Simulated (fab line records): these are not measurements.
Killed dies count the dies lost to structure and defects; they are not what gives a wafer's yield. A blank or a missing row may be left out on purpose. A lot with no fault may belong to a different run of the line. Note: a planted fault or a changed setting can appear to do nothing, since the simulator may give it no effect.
The tool behind it: which one? | flow gf180mcu | 13 lots with 38 wafers sampled at 5 steps, on a route of 602 steps

== WHAT THE GAUGES READ, wafer by wafer ==
GF_STI_BOW_MEAS_00.
lot  | measured    | on           | INCOMING_BOW (um)
L628 | day 1 15:01 | filmMetro-04 | -3 5 -2
L629 | day 1 20:02 | filmMetro-04 | 4 2 6
L630 | day 2 01:00 | filmMetro-01 | 5 -6 1
L635 | day 3 02:01 | filmMetro-02 | 2 -6
L636 | day 3 07:01 | filmMetro-04 | -3 4 1
L638 | day 3 17:00 | filmMetro-04 | -4 1 -5
L642 | day 4 13:00 | filmMetro-02 | -11 4 6
L645 | day 5 04:00 | filmMetro-04 | -1 -13 11
L646 | day 5 09:02 | filmMetro-02 | -1 -7 11
L647 | day 5 14:02 | filmMetro-02 | 8 -7 0
L648 | day 5 19:00 | filmMetro-02 | -5 8 -5
L649 | day 6 00:00 | filmMetro-01 | -4 -7 0
L650 | day 6 05:02 | filmMetro-01 | -4 -2 7

GF_STI_THK_MEAS_24.
lot  | measured    | on           | STI_CVD_23_THK (nm)
L628 | day 2 08:58 | filmMetro-01 | 657 655 666
L629 | day 2 13:04 | filmMetro-04 | 654 651 653
L630 | day 2 18:51 | filmMetro-01 | 659 651 649
L635 | day 3 20:20 | filmMetro-02 | 650 652
L636 | day 4 04:25 | filmMetro-01 | 657 660 653
L638 | day 4 13:54 | filmMetro-02 | 641 642 649
L642 | day 5 11:53 | filmMetro-01 | 667 660 657
L645 | day 6 00:24 | filmMetro-01 | 654 659 653
L646 | day 6 06:18 | filmMetro-02 | 657 638 660
L647 | day 6 11:23 | filmMetro-04 | 654 662 652
L648 | day 6 15:32 | filmMetro-02 | 663 656 649
L649 | day 6 21:06 | filmMetro-04 | 649 644 653
L650 | day 7 03:21 | filmMetro-02 | 649 651 659

GF_POLY_GATE_OVL_MEAS_11.
lot  | measured     | on         | POLY_GATE_OVL (nm)
L628 | day 9 10:17  | overlay-01 | 13 9 5
L629 | day 9 17:36  | overlay-01 | 11 8 12
L630 | day 10 07:59 | overlay-02 | 8 9 8
L635 | day 11 11:32 | overlay-02 | 5 1
L636 | day 11 22:55 | overlay-02 | -1 -6 1
L638 | day 12 11:44 | overlay-01 | 10 1 -1
L642 | day 13 17:26 | overlay-01 | 3 -1 1
L645 | day 14 10:41 | overlay-01 | 3 19 15
L646 | day 14 21:44 | overlay-01 | 2 8 9
L647 | day 14 23:48 | overlay-01 | 20 12 14
L648 | day 15 08:31 | overlay-01 | 10 -3 -6
L649 | day 15 16:10 | overlay-02 | 5 1 8
L650 | day 16 01:51 | overlay-02 | 8 6 -7

== WHICH TOOL RAN EACH LOT (tool, then ch and the chambers of the sampled wafers, then the start) ==
lot  | GF_STI_ETCH_14                 | GF_STI_STRIP_15
L628 | rieSi-01 ch 0,1,2, day 2 07:01 | plasmaAsher-01 ch 0,1, day 2 07:05
L629 | rieSi-01 ch 1,2,3, day 2 11:06 | plasmaAsher-01 ch 0,1, day 2 11:12
L630 | rieSi-01 ch 1,3, day 2 17:04   | plasmaAsher-01 ch 0,1, day 2 17:08
L635 | rieSi-01 ch 1,3, day 3 18:31   | plasmaAsher-01 ch 0,1, day 3 18:35
L636 | rieSi-01 ch 0,1,2, day 4 00:09 | plasmaAsher-01 ch 0,1, day 4 00:13
L638 | rieSi-01 ch 0,1,3, day 4 10:34 | plasmaAsher-02 ch 0,1, day 4 10:38
L642 | rieSi-02 ch 0,2,3, day 5 07:25 | plasmaAsher-01 ch 1, day 5 07:29
L645 | rieSi-02 ch 1,2,3, day 5 22:21 | plasmaAsher-03 ch 0,1, day 5 22:25
L646 | rieSi-02 ch 0,1,2, day 6 04:30 | plasmaAsher-02 ch 0,1, day 6 04:36
L647 | rieSi-02 ch 1,2,3, day 6 09:34 | plasmaAsher-01 ch 0,1, day 6 09:40
L648 | rieSi-02 ch 1,2,3, day 6 13:43 | plasmaAsher-01 ch 0,1, day 6 13:47
L649 | rieSi-02 ch 1,2,3, day 6 19:18 | plasmaAsher-03 ch 0,1, day 6 19:22
L650 | rieSi-01 ch 1,2,3, day 7 01:01 | plasmaAsher-03 ch 0,1, day 7 01:08
- GF_STI_ETCH_14: etches Si in HBr/Cl2/O2, target depth 360 nm, time 102.9 s.
- GF_STI_STRIP_15: strips in O2/N2.

== AS READ BY THE TOOLS THEMSELVES (means over the sampled wafers that have a number; for cases with no such wafer, the mark the record gives instead) ==
GF_STI_ETCH_14.
lot  | tool     | drypumpMotorCurrentA (A) | oesProductAu (a.u.) | rfFwdPowerW (W) | throttleValvePct (%)
L628 | rieSi-01 | 5.7                      | 1.003               | 595.7           | 25.650
L629 | rieSi-01 | 5.7                      | 1.007               | 595.2           | 25.651
L630 | rieSi-01 | 5.3                      | 1.001               | 597.6           | 25.661
L635 | rieSi-01 | 5.4                      | 0.926               | 595.9           | 25.695
L636 | rieSi-01 | 5.7                      | 0.912               | 597.4           | 25.713
L638 | rieSi-01 | 5.3                      | 0.960               | 597.5           | 25.683
L642 | rieSi-02 | 5.2                      | 1.000               | 597.5           | 25.658
L645 | rieSi-02 | 5.5                      | 0.988               | 597.5           | 25.676
L646 | rieSi-02 | 5.7                      | 1.003               | 594.8           | 25.652
L647 | rieSi-02 | 5.5                      | 0.986               | 596.4           | 25.658
L648 | rieSi-02 | 5.5                      | 0.991               | 595.2           | 25.659
L649 | rieSi-02 | 5.5                      | 0.994               | 596.5           | 25.668
L650 | rieSi-01 | 5.6                      | 1.002               | 595.3           | 25.660

GF_STI_STRIP_15.
lot  | tool           | drypumpMotorCurrentA (A) | heaterPowerW (W) | n2FlowSccm (sccm) | oesProductAu (a.u.) | stripTimeToEndpointS (s)
L628 | plasmaAsher-01 | 5.5                      | 344              | 300.0             | 0.383               | 3.72
L629 | plasmaAsher-01 | 5.5                      | 347              | 299.4             | 0.384               | 3.73
L630 | plasmaAsher-01 | 5.5                      | 345              | 300.0             | 0.382               | 3.74
L635 | plasmaAsher-01 | 5.5                      | 346              | 300.4             | 0.391               | 3.89
L636 | plasmaAsher-01 | 5.5                      | 342              | 300.0             | 0.393               | 3.91
L638 | plasmaAsher-02 | 5.9                      | 349              | 300.3             | 0.391               | 3.88
L642 | plasmaAsher-01 | 5.4                      | 332              | 299.8             | 0.384               | 3.69
L645 | plasmaAsher-03 | 5.8                      | 340              | 300.6             | 0.387               | 3.76
L646 | plasmaAsher-02 | 6.1                      | 372              | 298.9             | 0.380               | 3.71
L647 | plasmaAsher-01 | 5.5                      | 343              | 300.3             | 0.388               | 3.78
L648 | plasmaAsher-01 | 5.4                      | 341              | 300.5             | 0.384               | 3.78
L649 | plasmaAsher-03 | 6.2                      | 368              | 300.8             | 0.387               | 3.75
L650 | plasmaAsher-03 | 6.1                      | 367              | 300.4             | 0.382               | 3.74

== THE ANSWER, worked out from the rows above alone ==
Rule: usual is defined by the lots themselves. The widest of any qualifying gaps counts: lots, ordered by their means at a reading, are off when they make up no more than a third of the lots, leave a main group of 4 or more, and stand apart from it by 3 or more times the standard deviation of that group's means. The tables above print the reading to a certain number of digits; a main group whose means all agree to those digits is not used. Also off: a lot with no number at a reading for which 4 or more lots have one. The other lots that the step has rows for count as sound. First the gauges in route order, then the tools' own readings, where a lot's mean is used as printed above. The first step at which some lot is off is used, and at that step the reading that is off furthest; a lot without a number counts as furthest.
Off, at GF_STI_ETCH_14 on oesProductAu: L635, L636, L638. The main group: mean 0.997 a.u., standard deviation 0.0068.
If a tool, at that step or one of the process steps before it, ran each lot that is off and ran no sound lot following the first of them, it fits. Of those tried, none fits.

== WHAT WAS PUT IN BY THE SIMULATOR ==
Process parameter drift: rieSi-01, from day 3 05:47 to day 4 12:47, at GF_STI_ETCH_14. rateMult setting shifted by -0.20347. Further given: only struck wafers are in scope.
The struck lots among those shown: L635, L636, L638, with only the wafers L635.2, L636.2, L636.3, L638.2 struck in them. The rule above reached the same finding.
